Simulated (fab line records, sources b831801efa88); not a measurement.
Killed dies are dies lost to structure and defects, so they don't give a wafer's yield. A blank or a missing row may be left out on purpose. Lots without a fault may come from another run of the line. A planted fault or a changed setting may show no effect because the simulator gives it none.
Which tool did it? | flow gf180mcu | 9 lots, 27 wafers sampled, at 6 steps of a route of 602

WHAT THE GAUGES READ, wafer by wafer
GF_MIM_RS_MEAS_10: measures by four-point-probe. Usual: MIM_ALCU_RS 0.1560 ohm/sq, standard deviation 0.0018.
lot  | measured     | on            | MIM_ALCU_RS (ohm/sq)                      | flag
L687 | day 24 03:00 | film_metro-04 | 0.1543 0.1576 0.1569                      |
L690 | day 25 08:55 | film_metro-02 | 0.1561 0.1581 0.1547                      |
L693 | day 26 13:25 | film_metro-01 | 0.1537 0.1569 0.1566                      |
L701 | day 28 22:15 | film_metro-02 | 0.1579 0.1568 0.1581                      |
L703 | day 29 15:13 | film_metro-01 | 0.1643 0.1640 0.1659 0.1645 0.1641 0.1661 | OFF
L704 | day 30 02:26 | film_metro-04 | 0.1541 0.1554 0.1584                      |
L706 | day 30 08:46 | film_metro-01 | 0.1639 0.1603 0.1638 0.1643 0.1611 0.1633 | OFF
L707 | day 30 12:47 | film_metro-02 | 0.1553 0.1555 0.1581                      |
L710 | day 31 10:02 | film_metro-02 | 0.1528 0.1536 0.1548                      |

GF_MIM_THK_MEAS_11: measures by xrf. Usual: MIM_ALCU_THK 203.0 nm, standard deviation 2.3.
lot  | measured     | on            | MIM_ALCU_THK (nm)                   | flag
L687 | day 24 03:07 | film_metro-04 | 205.6 200.5 199.9                   |
L690 | day 25 09:02 | film_metro-02 | 203.5 199.8 205.2                   |
L693 | day 26 13:32 | film_metro-01 | 206.7 202.4 202.8                   |
L701 | day 28 22:22 | film_metro-02 | 202.2 203.3 200.9                   |
L703 | day 29 17:17 | film_metro-01 | 191.6 192.8 193.0 194.0 193.6 192.8 | OFF
L704 | day 30 02:33 | film_metro-04 | 202.9 203.7 198.1                   |
L706 | day 30 10:41 | film_metro-01 | 192.9 196.8 193.9 193.3 196.9 194.3 | OFF
L707 | day 30 12:55 | film_metro-02 | 203.5 204.4 200.6                   |
L710 | day 31 10:08 | film_metro-02 | 207.4 207.3 204.4                   |

WHICH TOOL RAN EACH LOT (tool, then ch and the chambers of the sampled wafers, then the start)
lot  | GF_V4_ETCH_16                      | GF_V4_ETCH_17                                 | GF_MIM_SPUTTER_02            | GF_MIM_SPUTTER_08
L687 | rie_diel-01 ch 0,1,2, day 24 01:14 | rie_diel-01 ch 0,1,2, day 24 02:43 or earlier | pvd_sputter-04, day 24 02:43 | pvd_sputter-03, day 24 02:57
L690 | rie_diel-01 ch 0,3, day 25 07:08   | rie_diel-01 ch 0,3, day 25 08:37 or earlier   | pvd_sputter-04, day 25 08:37 | pvd_sputter-01, day 25 08:50
L693 | rie_diel-02 ch 0,2, day 26 11:39   | rie_diel-02 ch 0,2, day 26 13:08 or earlier   | pvd_sputter-04, day 26 13:08 | pvd_sputter-03, day 26 13:22
L701 | rie_diel-02 ch 0,1,3, day 28 20:23 | rie_diel-02 ch 0,1,3, day 28 21:57 or earlier | pvd_sputter-01, day 28 21:57 | pvd_sputter-04, day 28 22:10
L703 | rie_diel-01 ch 1,2,3, day 29 13:26 | rie_diel-01 ch 1,2,3, day 29 14:56 or earlier | pvd_sputter-03, day 29 14:56 | pvd_sputter-01, day 29 15:10
L704 | rie_diel-03 ch 0,1,3, day 30 00:27 | rie_diel-03 ch 0,1,3, day 30 02:08 or earlier | pvd_sputter-01, day 30 02:08 | pvd_sputter-03, day 30 02:22
L706 | rie_diel-02 ch 1,3, day 30 07:00   | rie_diel-02 ch 1,3, day 30 08:29 or earlier   | pvd_sputter-03, day 30 08:29 | pvd_sputter-01, day 30 08:43
L707 | rie_diel-01 ch 2,3, day 30 10:48   | rie_diel-01 ch 2,3, day 30 12:31 or earlier   | pvd_sputter-04, day 30 12:31 | pvd_sputter-03, day 30 12:44
L710 | rie_diel-02 ch 0,2,3, day 31 08:15 | rie_diel-02 ch 0,2,3, day 31 09:44 or earlier | pvd_sputter-04, day 31 09:44 | pvd_sputter-03, day 31 09:58
- GF_V4_ETCH_16: etches BARC in N2/H2.
- GF_V4_ETCH_17: etches SiO2 in C4F8/O2/Ar, stops on TiN, target depth 630 nm.
- GF_MIM_SPUTTER_02: material AlCu, target thk 450 nm, time 23.9 s.
- GF_MIM_SPUTTER_08: material AlCu, target thk 200 nm, time 10.86 s.

WHAT THE TOOLS THEMSELVES READ (means of the sampled wafers that have a number; where no wafer has one, the mark that the record gives instead)
GF_V4_ETCH_16. Usual: chamber_pressure_mTorr 29.998 mTorr, standard deviation 0.029; drypump_motor_current_A 5.7 A, standard deviation 0.45; oes_product_au 0.854 a.u., standard deviation 0.0043; throttle_valve_pct 13.223 %, standard deviation 0.009.
lot  | tool        | chamber_pressure_mTorr (mTorr) | drypump_motor_current_A (A) | oes_product_au (a.u.) | throttle_valve_pct (%) | flag
L687 | rie_diel-01 | 30.011                         | 5.4                         | 0.858                 | 13.223                 |
L690 | rie_diel-01 | 30.001                         | 5.6                         | 0.854                 | 13.220                 |
L693 | rie_diel-02 | 30.000                         | 6.2                         | 0.853                 | 13.229                 |
L701 | rie_diel-02 | 29.971                         | 5.8                         | 0.855                 | 13.222                 |
L703 | rie_diel-01 | 29.980                         | 5.7                         | 0.853                 | 13.225                 |
L704 | rie_diel-03 | 30.019                         | 5.8                         | 0.853                 | 13.212                 |
L706 | rie_diel-02 | 29.989                         | 5.7                         | 0.853                 | 13.221                 |
L707 | rie_diel-01 | 29.984                         | 5.8                         | 0.855                 | 13.224                 |
L710 | rie_diel-02 | 30.009                         | 5.9                         | 0.853                 | 13.227                 |

GF_V4_ETCH_17. Usual: chamber_pressure_mTorr 40.01 mTorr, standard deviation 0.039; oes_product_au 0.856 a.u., standard deviation 0.0045.
lot  | tool        | chamber_pressure_mTorr (mTorr) | oes_product_au (a.u.) | flag
L687 | rie_diel-01 | 40.01                          | 0.854                 |
L690 | rie_diel-01 | 39.98                          | 0.858                 |
L693 | rie_diel-02 | 40.02                          | 0.853                 |
L701 | rie_diel-02 | 40.03                          | 0.864                 |
L703 | rie_diel-01 | 40.01                          | 0.856                 |
L704 | rie_diel-03 | 39.97                          | 0.852                 |
L706 | rie_diel-02 | 39.99                          | 0.863                 |
L707 | rie_diel-01 | 39.98                          | 0.857                 |
L710 | rie_diel-02 | 40.06                          | 0.856                 |

GF_MIM_SPUTTER_02. Usual: cathode_dc_power_W 10600 W, standard deviation 1.8; throttle_valve_pct 30.3 %, standard deviation 0.85.
lot  | tool           | cathode_dc_power_W (W) | throttle_valve_pct (%) | flag
L687 | pvd_sputter-04 | 10600                  | 31.1                   |
L690 | pvd_sputter-04 | 10601                  | 30.1                   |
L693 | pvd_sputter-04 | 10600                  | 31.1                   |
L701 | pvd_sputter-01 | 10599                  | 30.9                   |
L703 | pvd_sputter-03 | 10602                  | 30.1                   |
L704 | pvd_sputter-01 | 10601                  | 29.5                   |
L706 | pvd_sputter-03 | 10601                  | 29.9                   |
L707 | pvd_sputter-04 | 10600                  | 30.2                   |
L710 | pvd_sputter-04 | 10600                  | 30.1                   |

GF_MIM_SPUTTER_08. Usual: cathode_dc_power_W 10600 W, standard deviation 2; throttle_valve_pct 30.2 %, standard deviation 0.82.
lot  | tool           | cathode_dc_power_W (W) | throttle_valve_pct (%) | flag
L687 | pvd_sputter-03 | 10600                  | 30.2                   |
L690 | pvd_sputter-01 | 10601                  | 29.8                   |
L693 | pvd_sputter-03 | 10599                  | 30.4                   |
L701 | pvd_sputter-04 | 10603                  | 31.0                   |
L703 | pvd_sputter-01 | 9962                   | 29.9                   | OFF
L704 | pvd_sputter-03 | 10598                  | 29.9                   |
L706 | pvd_sputter-01 | 9961                   | 30.7                   | OFF
L707 | pvd_sputter-03 | 10601                  | 30.0                   |
L710 | pvd_sputter-03 | 10600                  | 29.9                   |

THE ANSWER, worked out from the rows above alone
Rule: a lot is off if the mean of its wafers that have a number lies more than 3 standard deviations from the usual mean. A lot without any number at a reading at which 4 lots or more have one is off too. The other lots that the step has rows for count as sound. The gauges are gone through in route order, then the tools' own readings, and for those a lot's mean is taken as printed above. The first step at which some lot is off is used, and at that step the reading that is off furthest; a lot without a number counts as furthest.
Off: L703, L706, at GF_MIM_RS_MEAS_10 (MIM_ALCU_RS).
A tool fits if, at a process step before that reading, it ran every lot that is off, and no sound lot after the first of them. The gauges at GF_MIM_RS_MEAS_10 aren't tried: what is off there is off at GF_MIM_SPUTTER_08 too, on other tools, and a gauge's error can't cause that. GF_V4_ETCH_17 gives no start for some lots, so the hours and the order of its lots are those of GF_MIM_SPUTTER_02. Can't be told from this: 2 tools fit, pvd_sputter-03 at GF_MIM_SPUTTER_02, pvd_sputter-01 at GF_MIM_SPUTTER_08.

WHAT THE SIMULATOR HAD PUT IN
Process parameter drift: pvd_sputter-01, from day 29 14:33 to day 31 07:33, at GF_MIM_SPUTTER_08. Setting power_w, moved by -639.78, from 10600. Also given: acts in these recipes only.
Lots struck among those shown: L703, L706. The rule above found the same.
